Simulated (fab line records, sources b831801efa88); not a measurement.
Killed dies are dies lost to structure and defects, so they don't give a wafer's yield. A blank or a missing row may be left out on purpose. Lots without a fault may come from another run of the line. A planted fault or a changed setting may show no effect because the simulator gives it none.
A struck lot beside a sound one | flow sfq_line | 24 steps out of a route of 325
Sound: wafers L598.2, L598.4, L598.5. Struck: wafers L607.1, L607.5, L607.6. The cause comes at the end.
At each step with rows: each side's tool, then ch and its chambers, then its first start. Under that, the readings that differ: sound wafers | struck wafers | difference of the means | sigmas: that difference in standard deviations of wafers without a fault.
alike: readings whose means differ by less than 2 such deviations, and words and numbers that are the same on both sides. not compared: withheld readings, readings that some wafer has no value for, bounds like >300 that may hide the same value, and numbers for which the record gives no deviation and whose values overlap.
The two part at a step that has a row with sigmas, a row that says differs or no value, or rows on one side only. Numbers that don't overlap but have no deviation are shown without sigmas and don't part them. A reading that every wafer of one side lacks parts them only if that side has two wafers or more.

first, 6 steps without rows for these wafers: SFQ_TRILAYER_C5_LITHO_COAT_156 (resist thk 62 nm); SFQ_TRILAYER_C5_LITHO_COAT_151 (resist thk 650 nm); SFQ_TRILAYER_C5_LITHO_SOFTBAKE_155; SFQ_TRILAYER_C5_LITHO_EXPOSE_152 (exposes mask C5, target cd 500 nm); SFQ_TRILAYER_C5_LITHO_PEB_154 (peb time 60 s); SFQ_TRILAYER_C5_LITHO_DEVELOP_153 (time 60 s).
SFQ_C5_OVL_MEAS_937:
  sound on overlay-02, day 78 00:22; struck on overlay-01, day 81 09:55
  alike: C5_OVL
SFQ_TRILAYER_C5_BARC_OPEN_VIA_ETCH_210: etches BARC in O2, target depth 125 nm, time 41.7 s.
  sound on rie_diel-04 ch 0,1,2, day 78 00:23; struck on rie_diel-01 ch 0,1,3, day 81 09:58
  alike: drypump_motor_current_A, oes_product_au, rf_fwd_power_W
  not compared: rf_hours_counter_h
SFQ_TRILAYER_C5_ETCH_VIA_ETCH_154: etches SiO2 in CHF3, stops on Nb, target depth 84 nm.
  sound on rie_diel-04 ch 0,1,2, day 78 00:26; struck on rie_diel-01 ch 0,1,3, day 81 10:00
  alike: drypump_motor_current_A, oes_product_au, rf_fwd_power_W
SFQ_TRILAYER_C5_STRIP_STRIP_155: strips in O2.
  sound on rie_metal-04 ch 0,1, day 78 00:29; struck on rie_metal-04 ch 0,1, day 81 10:02
  alike: drypump_motor_current_A, oes_product_au
  not compared: rf_hours_counter_h
then, 2 steps without rows for these wafers: SFQ_TRILAYER_C5_STRIP_SOLV_CLEAN_156 (cleans in NMP, time 600 s); SFQ_TRILAYER_M6_DEP_PRE_CLEAN_158 (time 22.5 s).
SFQ_TRILAYER_M6_DEP_SPUTTER_157: material Nb, target thk 200 nm, time 133.3 s.
  sound on pvd_sputter-03, day 78 01:17; struck on pvd_sputter-03, day 81 11:07
  alike: throttle_valve_pct
SFQ_M6_RS_MEAS_938: measures by four-point-probe.
  sound on film_metro-04, day 78 01:24; struck on film_metro-04, day 81 11:12
  reading           | sound             | struck            | difference | sigmas
  M6_NB_RS (ohm/sq) | 0.888 0.869 0.871 | 0.441 0.438 0.444 | -0.435     | -47
then, 6 steps without rows for these wafers: SFQ_TRILAYER_M6_LITHO_COAT_164 (resist thk 60.96 nm); SFQ_TRILAYER_M6_LITHO_COAT_159 (resist thk 600 nm); SFQ_TRILAYER_M6_LITHO_SOFTBAKE_163; SFQ_TRILAYER_M6_LITHO_EXPOSE_160 (exposes mask M6, target cd 500 nm); SFQ_TRILAYER_M6_LITHO_PEB_162 (peb time 60 s); SFQ_TRILAYER_M6_LITHO_DEVELOP_161 (time 60 s).
SFQ_M6_OVL_MEAS_940:
  sound on overlay-02, day 78 05:10; struck on overlay-01, day 81 17:07
  alike: M6_OVL
SFQ_TRILAYER_M6_BARC_OPEN_METAL_ETCH_206: etches BARC in O2, target depth 125 nm, time 41.7 s.
  sound on rie_metal-01 ch 0,1, day 78 05:11; struck on rie_metal-01 ch 0,1, day 81 17:10
  alike: drypump_motor_current_A, oes_product_au, rf_fwd_power_W
  not compared: rf_hours_counter_h
SFQ_TRILAYER_M6_ETCH_METAL_ETCH_162: etches Nb in Cl2/Ar, stops on SiO2, target depth 240 nm, time 120 s.
  sound on rie_metal-01 ch 0,1, day 78 05:15; struck on rie_metal-01 ch 0,1, day 81 17:13
  reading                        | sound             | struck            | difference | sigmas
  oes_product_au (a.u.)          | 0.894 0.903 0.907 | 1.017 0.986 1.015 | +0.105     | +16
  model.etch.depth_nm (nm)       | 200.5 204.3 204.3 | 246 238.2 245.9   | +40        |
  model.M6.feature_depth_nm (nm) | 200.5 204.3 204.3 | 246 238.2 245.9   | +40        |
  alike: drypump_motor_current_A, rf_fwd_power_W
  not compared: rf_hours_counter_h
SFQ_TRILAYER_M6_STRIP_STRIP_163: strips in O2.
  sound on rie_metal-01 ch 0,1, day 78 05:23; struck on rie_metal-01 ch 0,1, day 81 17:20
  alike: drypump_motor_current_A, oes_product_au
  not compared: rf_hours_counter_h

WHERE THEY PART
First at SFQ_M6_RS_MEAS_938; last, within this record, at SFQ_TRILAYER_M6_ETCH_METAL_ETCH_162. Later steps at which nothing parts them and some readings are alike: SFQ_TRILAYER_M6_STRIP_STRIP_163.

WHY: what the simulator had put in
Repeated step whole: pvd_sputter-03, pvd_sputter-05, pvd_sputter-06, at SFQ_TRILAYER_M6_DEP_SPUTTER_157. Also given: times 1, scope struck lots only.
